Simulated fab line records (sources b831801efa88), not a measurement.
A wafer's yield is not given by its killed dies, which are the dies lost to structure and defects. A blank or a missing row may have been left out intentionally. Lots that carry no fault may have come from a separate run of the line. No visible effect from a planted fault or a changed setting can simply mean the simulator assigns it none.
The tool behind it: which one?    flow gf180mcu    32 wafers from 11 lots sampled at 6 of the route's 602 steps

== WHAT THE GAUGES READ, wafer by wafer ==
GF_V5_THK_MEAS_01. Usual: V5_CVD_00_THK gives 299.6 nm (standard deviation 2.5).
lot   measured      on             V5_CVD_00_THK (nm)  flag
L926  day 26 03:26  film-metro-01  298.6 298.9 295.7   
L927  day 26 16:26  film-metro-02  300.6 299.1 299.9   
L929  day 26 21:33  film-metro-03  300.7 299.2 297.5   
L934  day 28 16:26  film-metro-01  303.0 299.1 301.7   
L936  day 29 02:41  film-metro-01  296.9 293.2         
L940  day 30 08:59  film-metro-03  300.8 302.8 303.0   
L942  day 30 23:55  film-metro-03  300.2 302.1 302.0   
L943  day 31 06:23  film-metro-03  299.2 298.4 299.3   
L946  day 31 21:07  film-metro-01  297.4 301.1 300.8   
L947  day 32 03:13  film-metro-03  299.8 298.6 296.8   
L949  day 32 15:50  film-metro-03  299.3 297.1 298.3   

GF_TOP_METAL_RS_MEAS_05: measurement is done with a four-point probe. Usual: TOP_METAL_ALCU_RS gives 0.0326 ohm/sq (standard deviation 0.00042).
lot   measured      on             TOP_METAL_ALCU_RS (ohm/sq)                 flag
L926  day 27 03:03  film-metro-03  0.0326 0.0323 0.0326                       
L927  day 27 14:43  film-metro-04  0.0329 0.0329 0.0330                       
L929  day 27 20:19  film-metro-04  0.0330 0.0329 0.0332                       
L934  day 29 13:03  film-metro-03  0.0324 0.0302 0.0306 0.0325 0.0301 0.0306  OFF
L936  day 30 00:07  film-metro-02  0.0309 0.0310 0.0310 0.0309                OFF
L940  day 31 04:38  film-metro-04  0.0329 0.0333 0.0328                       
L942  day 31 19:38  film-metro-03  0.0325 0.0328 0.0328                       
L943  day 32 01:54  film-metro-03  0.0327 0.0324 0.0329                       
L946  day 32 15:25  film-metro-03  0.0326 0.0326 0.0328                       
L947  day 32 22:23  film-metro-03  0.0318 0.0325 0.0329                       
L949  day 33 10:32  film-metro-03  0.0322 0.0327 0.0321                       

GF_TOP_METAL_THK_MEAS_06: measures by xrf. Usual: TOP_METAL_ALCU_THK gives 908 nm (standard deviation 15).
lot   measured      on             TOP_METAL_ALCU_THK (nm)  flag
L926  day 27 03:10  film-metro-03  922 931 919              
L927  day 27 14:50  film-metro-04  893 892 891              
L929  day 27 20:25  film-metro-04  891 888 884              
L934  day 29 16:01  film-metro-03  923 991 977 923 992 979  OFF
L936  day 30 02:37  film-metro-02  955 956 954 960          OFF
L940  day 31 04:44  film-metro-04  896 884 905              
L942  day 31 19:44  film-metro-03  919 907 910              
L943  day 32 02:01  film-metro-03  908 915 902              
L946  day 32 15:31  film-metro-03  910 911 910              
L947  day 32 22:29  film-metro-03  929 914 906              
L949  day 33 10:38  film-metro-03  919 903 924              

== EACH LOT AND THE TOOL THAT RAN IT (in order: tool; ch and the chambers of the sampled wafers; start) ==
lot   GF_V5_STRIP_18                        GF_V5_CMP_26                   GF_TOP_METAL_SPUTTER_02
L926  plasma-asher-02 ch 0,1, day 27 00:49  cmp-02 ch 0,1, day 27 02:35    pvd-sputter-01, day 27 02:58
L927  plasma-asher-02 ch 0,1, day 27 13:13  cmp-02 ch 0,2,3, day 27 14:13  pvd-sputter-03, day 27 14:37
L929  plasma-asher-01 ch 0,1, day 27 18:27  cmp-02 ch 1,2, day 27 19:49    pvd-sputter-03, day 27 20:11
L934  plasma-asher-01 ch 0,1, day 29 11:36  cmp-01 ch 1,2,3, day 29 12:35  pvd-sputter-01, day 29 12:55
L936  plasma-asher-03 ch 0,1, day 29 22:39  cmp-01 ch 1,3, day 29 23:38    pvd-sputter-01, day 29 23:58
L940  plasma-asher-02 ch 0,1, day 31 03:10  cmp-01 ch 0,1,3, day 31 04:05  pvd-sputter-02, day 31 04:31
L942  plasma-asher-02 ch 0,1, day 31 18:10  cmp-01 ch 0,2, day 31 19:05    pvd-sputter-03, day 31 19:31
L943  plasma-asher-03 ch 0,1, day 32 00:22  cmp-02 ch 0,1,2, day 32 01:29  pvd-sputter-02, day 32 01:49
L946  plasma-asher-03 ch 0,1, day 32 13:57  cmp-02 ch 0,2, day 32 14:54    pvd-sputter-03, day 32 15:17
L947  plasma-asher-02 ch 0,1, day 32 20:55  cmp-02 ch 2,3, day 32 21:50    pvd-sputter-01, day 32 22:16
L949  plasma-asher-03 ch 0,1, day 33 09:01  cmp-01 ch 1,2, day 33 09:58    pvd-sputter-01, day 33 10:24
- GF_V5_STRIP_18: strips in O2/N2.
- GF_V5_CMP_26: polishes, stops on SiO2, t overpolish 15 s, target thk 0 nm.
- GF_TOP_METAL_SPUTTER_02: material AlCu, target thk 900 nm, time 47.82 s.

== WHAT THE TOOLS THEMSELVES READ (means of the sampled wafers that have a number; where no wafer has one, the mark that the record gives instead) ==
GF_V5_STRIP_18. Usual: drypump-motor-current-A 5.75 A, standard deviation 0.29; heater-power-w 332 W, standard deviation 30; oes-product-au 0.569 a.u., standard deviation 0.0048.
lot   tool             drypump-motor-current-A (A)  heater-power-w (W)  oes-product-au (a.u.)  flag
L926  plasma-asher-02  5.82                         312                 0.571                  
L927  plasma-asher-02  5.51                         298                 0.571                  
L929  plasma-asher-01  5.82                         346                 0.571                  
L934  plasma-asher-01  5.69                         360                 0.568                  
L936  plasma-asher-03  5.83                         337                 0.571                  
L940  plasma-asher-02  5.85                         307                 0.570                  
L942  plasma-asher-02  5.49                         298                 0.573                  
L943  plasma-asher-03  5.83                         364                 0.568                  
L946  plasma-asher-03  5.81                         357                 0.572                  
L947  plasma-asher-02  5.83                         312                 0.570                  
L949  plasma-asher-03  5.83                         360                 0.573                  

GF_V5_CMP_26. Usual: motor-current-A 11.4 A, standard deviation 1.1; overpolish-run-s 15.000 s, standard deviation 0.01; time-to-endpoint-s 84 s, standard deviation 4.9.
lot   tool    motor-current-A (A)  overpolish-run-s (s)  time-to-endpoint-s (s)  flag
L926  cmp-02  11.4                 15.004                81                      
L927  cmp-02  12.2                 14.998                79                      
L929  cmp-02  11.7                 15.003                87                      
L934  cmp-01  10.6                 14.995                85                      
L936  cmp-01  10.8                 15.005                92                      
L940  cmp-01  11.1                 15.012                96                      
L942  cmp-01  10.9                 14.993                87                      
L943  cmp-02  11.7                 14.992                79                      
L946  cmp-02  11.7                 14.997                81                      
L947  cmp-02  12.3                 14.998                82                      
L949  cmp-01  10.1                 15.004                83                      

GF_TOP_METAL_SPUTTER_02. Usual: chamber-pressure-pa 0.3000 Pa, standard deviation 0.00056; throttle-valve-pct 30.2 %, standard deviation 0.85.
lot   tool            chamber-pressure-pa (Pa)  throttle-valve-pct (%)  flag
L926  pvd-sputter-01  0.3004                    30.3                    
L927  pvd-sputter-03  0.2998                    30.2                    
L929  pvd-sputter-03  0.2998                    30.6                    
L934  pvd-sputter-01  0.2998                    30.4                    
L936  pvd-sputter-01  0.3003                    29.9                    
L940  pvd-sputter-02  0.3005                    30.3                    
L942  pvd-sputter-03  0.2996                    29.6                    
L943  pvd-sputter-02  0.3002                    30.2                    
L946  pvd-sputter-03  0.2995                    30.2                    
L947  pvd-sputter-01  0.2999                    30.7                    
L949  pvd-sputter-01  0.2997                    30.5                    

== THE ANSWER, worked out from the rows above alone ==
Rule: a lot counts as off when the mean over its wafers that have a number is more than 3 standard deviations away from the usual mean. A lot without any number at a reading at which 4 lots or more have one is off too. Any other lot the step has rows for is counted as sound. After the gauges, taken in route order, come the tools' own readings; for these a lot's mean is taken, as printed above. The first step at which some lot is off is used, and at that step the reading that is off furthest; a lot without a number counts as furthest.
Off: L934, L936, at GF_TOP_METAL_RS_MEAS_05 (TOP_METAL_ALCU_RS).
A tool fits if, at a process step before that reading, it ran every lot that is off, and no sound lot after the first of them. Gauges at GF_TOP_METAL_RS_MEAS_05: tried the same way as those tools. Not one of the candidates tried fits.

== WHAT WAS PUT IN BY THE SIMULATOR ==
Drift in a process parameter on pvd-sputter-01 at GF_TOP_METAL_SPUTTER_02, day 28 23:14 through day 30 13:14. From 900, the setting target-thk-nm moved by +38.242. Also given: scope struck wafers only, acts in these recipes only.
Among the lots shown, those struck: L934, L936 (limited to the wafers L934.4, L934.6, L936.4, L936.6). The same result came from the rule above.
